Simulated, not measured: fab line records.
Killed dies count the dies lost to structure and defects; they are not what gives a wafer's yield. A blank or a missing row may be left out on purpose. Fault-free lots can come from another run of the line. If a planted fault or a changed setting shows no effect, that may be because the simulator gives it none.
What tool caused it?	flow sky130	36 wafers from 12 lots sampled at 5 of the route's 708 steps

## WHAT EACH GAUGE READ, for each wafer
SKY_NWELL_OVL_MEAS_23.
lot	measured	on	NWELL_01_OVL (nm)
L252	day 5 05:26	overlay-01	-0.2 1.8 0.4
L253	day 5 13:14	overlay-02	1.2 2.8 1.7
L254	day 5 21:08	overlay-02	0.7 1.8 1.3
L256	day 6 06:16	overlay-02	0.0 0.5 0.5
L258	day 6 18:29	overlay-01	-0.3 -0.3 -1.6
L260	day 7 12:17	overlay-01	-0.3 -2.0 -0.8
L261	day 7 17:53	overlay-02	2.4 1.5 2.3
L264	day 8 10:40	overlay-01	0.8 0.8 -1.5
L270	day 9 21:04	overlay-02	0.2 0.1 -0.1
L271	day 10 04:22	overlay-02	1.7 1.8 -0.9
L274	day 11 11:25	overlay-02	0.8 0.4 1.9
L275	day 11 11:41	overlay-01	-0.6 -1.1 -0.3

SKY_VT_ADJUST_HVTP_CD_MEAS_07: target cd 380 nm.
lot	measured	on	cdNm (nm)
L252	day 6 00:59	cdSem-02	378.7 378.2 377.3
L253	day 6 09:02	cdSem-01	387.4 385.7 384.8
L254	day 6 16:53	cdSem-02	381.7 382.0 381.5
L256	day 7 00:49	cdSem-02	380.6 380.0 380.0
L258	day 7 14:25	cdSem-02	375.6 375.5 377.8
L260	day 8 08:27	cdSem-01	376.9 376.6 378.1
L261	day 8 14:17	cdSem-02	374.6 377.2 377.7
L264	day 9 08:31	cdSem-01	377.3 378.8 377.7
L270	day 10 19:46	cdSem-01	385.0 382.5 379.9
L271	day 11 04:10	cdSem-01	380.0 377.5 378.3
L274	day 12 13:10	cdSem-01	380.6 378.7 381.4
L275	day 12 13:24	cdSem-02	383.0 382.0 381.7

SKY_VT_ADJUST_HVTP_TW_MEAS_11.
lot	measured	on	VT_ADJUST_HVTP_TW
L252	day 6 01:23	filmMetro-01	1365 1368 1364
L253	day 6 09:26	filmMetro-03	1365 1364 1360
L254	day 6 17:46	filmMetro-01	1363 1362 1369
L256	day 7 01:19	filmMetro-01	1376 1378 1378
L258	day 7 14:49	filmMetro-04	1369 1374 1364
L260	day 8 08:53	filmMetro-01	892 898 898
L261	day 8 14:41	filmMetro-01	1374 1376 1372
L264	day 9 08:56	filmMetro-04	888 887 891
L270	day 10 20:11	filmMetro-04	1379 1372 1369
L271	day 11 04:35	filmMetro-04	1364 1363 1367
L274	day 12 13:35	filmMetro-04	1364 1371 1371
L275	day 12 13:47	filmMetro-01	1373 1369 1368

## WHAT TOOL EACH LOT RAN ON (gives the tool, then ch and the chambers of the sampled wafers, and finally the start)
lot	SKY_PWDE_STRIP_09	SKY_VT_ADJUST_HVTP_IMPLANT_09
L252	plasmaAsher-04 ch 0,1, day 3 18:52	implanter-03 ch 0, day 6 01:08
L253	plasmaAsher-04 ch 0,1, day 4 02:39	implanter-03 ch 0, day 6 09:12
L254	plasmaAsher-03 ch 0,1, day 4 08:54	implanter-01 ch 0, day 6 17:32
L256	plasmaAsher-04 ch 0,1, day 4 17:10	implanter-03 ch 0, day 7 01:04
L258	plasmaAsher-02 ch 1, day 5 04:16	implanter-04 ch 0, day 7 14:34
L260	plasmaAsher-02 ch 0, day 5 18:25	implanter-03 ch 0, day 8 08:38
L261	plasmaAsher-02 ch 0,1, day 6 03:04	implanter-04 ch 0, day 8 14:26
L264	plasmaAsher-03 ch 0, day 6 19:51	implanter-03 ch 0, day 9 08:41
L270	plasmaAsher-02 ch 0, day 8 02:24	implanter-01 ch 0, day 10 19:56
L271	plasmaAsher-04 ch 0,1, day 8 08:37	implanter-01 ch 0, day 11 04:20
L274	plasmaAsher-03 ch 0,1, day 9 13:22	implanter-04 ch 0, day 12 13:20
L275	plasmaAsher-02 ch 0,1, day 9 13:44	implanter-03 ch 0, day 12 13:34
- SKY_PWDE_STRIP_09: strips in O2/N2.
- SKY_VT_ADJUST_HVTP_IMPLANT_09

## WHAT THE TOOLS THEMSELVES READ (means of the sampled wafers that have a number; where no wafer has one, the mark that the record gives instead)
SKY_PWDE_STRIP_09.
lot	tool	drypumpMotorCurrentA (A)	oesProductAu (a.u.)	stripTimeToEndpointS (s)
L252	plasmaAsher-04	6.0	0.723	36.86
L253	plasmaAsher-04	6.0	0.721	36.93
L254	plasmaAsher-03	6.3	0.725	37.06
L256	plasmaAsher-04	6.1	0.720	36.97
L258	plasmaAsher-02	5.5	0.726	37.05
L260	plasmaAsher-02	5.9	0.728	37.05
L261	plasmaAsher-02	5.7	0.721	37.01
L264	plasmaAsher-03	5.9	0.724	36.89
L270	plasmaAsher-02	5.9	0.723	36.90
L271	plasmaAsher-04	6.1	0.725	36.99
L274	plasmaAsher-03	6.3	0.717	36.94
L275	plasmaAsher-02	5.8	0.719	36.95

SKY_VT_ADJUST_HVTP_IMPLANT_09.
lot	tool	doseIonsCm2	endStationPressureTorr (Torr)	faradayCurrentUA
L252	implanter-03	4.302e+12	4.84e-06	24.8
L253	implanter-03	4.305e+12	5.11e-06	24.5
L254	implanter-01	4.300e+12	5.12e-06	24.3
L256	implanter-03	4.301e+12	4.87e-06	24.2
L258	implanter-04	4.300e+12	4.69e-06	24.3
L260	implanter-03	1.145e+12	5.05e-06	6.5
L261	implanter-04	4.302e+12	4.97e-06	24.4
L264	implanter-03	1.138e+12	5.15e-06	6.5
L270	implanter-01	4.307e+12	4.92e-06	24.2
L271	implanter-01	4.300e+12	4.89e-06	24.4
L274	implanter-04	4.302e+12	4.95e-06	24.2
L275	implanter-03	4.298e+12	5.01e-06	24.2

## THE ANSWER, worked out from the rows above alone
Rule: what is usual is taken from the lots themselves. The widest of any qualifying gaps counts: lots, ordered by their means at a reading, are off when they make up no more than a third of the lots, leave a main group of 4 or more, and stand apart from it by 3 or more times the standard deviation of that group's means. A main group whose means are all the same, to the digits that the tables above print for the reading, isn't used. A lot without any number at a reading at which 4 lots or more have one is off too. Where the step has rows for the other lots, those lots are counted as sound. After the gauges, taken in route order, come the tools' own readings; for these a lot's mean is taken, as printed above. The first step at which some lot is off is used, and at that step the reading that is off furthest; a lot without a number counts as furthest.
Off: at SKY_VT_ADJUST_HVTP_TW_MEAS_11 (VT_ADJUST_HVTP_TW), L260, L264. The main group has a mean of 1369 with a standard deviation of 4.5.
If a tool, at a process step before that reading, ran all the lots that are off and no sound lot after the first of them, it fits. The gauges at SKY_VT_ADJUST_HVTP_TW_MEAS_11 aren't tried: what is off there is off at SKY_VT_ADJUST_HVTP_IMPLANT_09 too, on other tools, and a gauge's error can't cause that. Not one of the candidates tried fits.

## WHAT THE SIMULATOR HAD PUT IN
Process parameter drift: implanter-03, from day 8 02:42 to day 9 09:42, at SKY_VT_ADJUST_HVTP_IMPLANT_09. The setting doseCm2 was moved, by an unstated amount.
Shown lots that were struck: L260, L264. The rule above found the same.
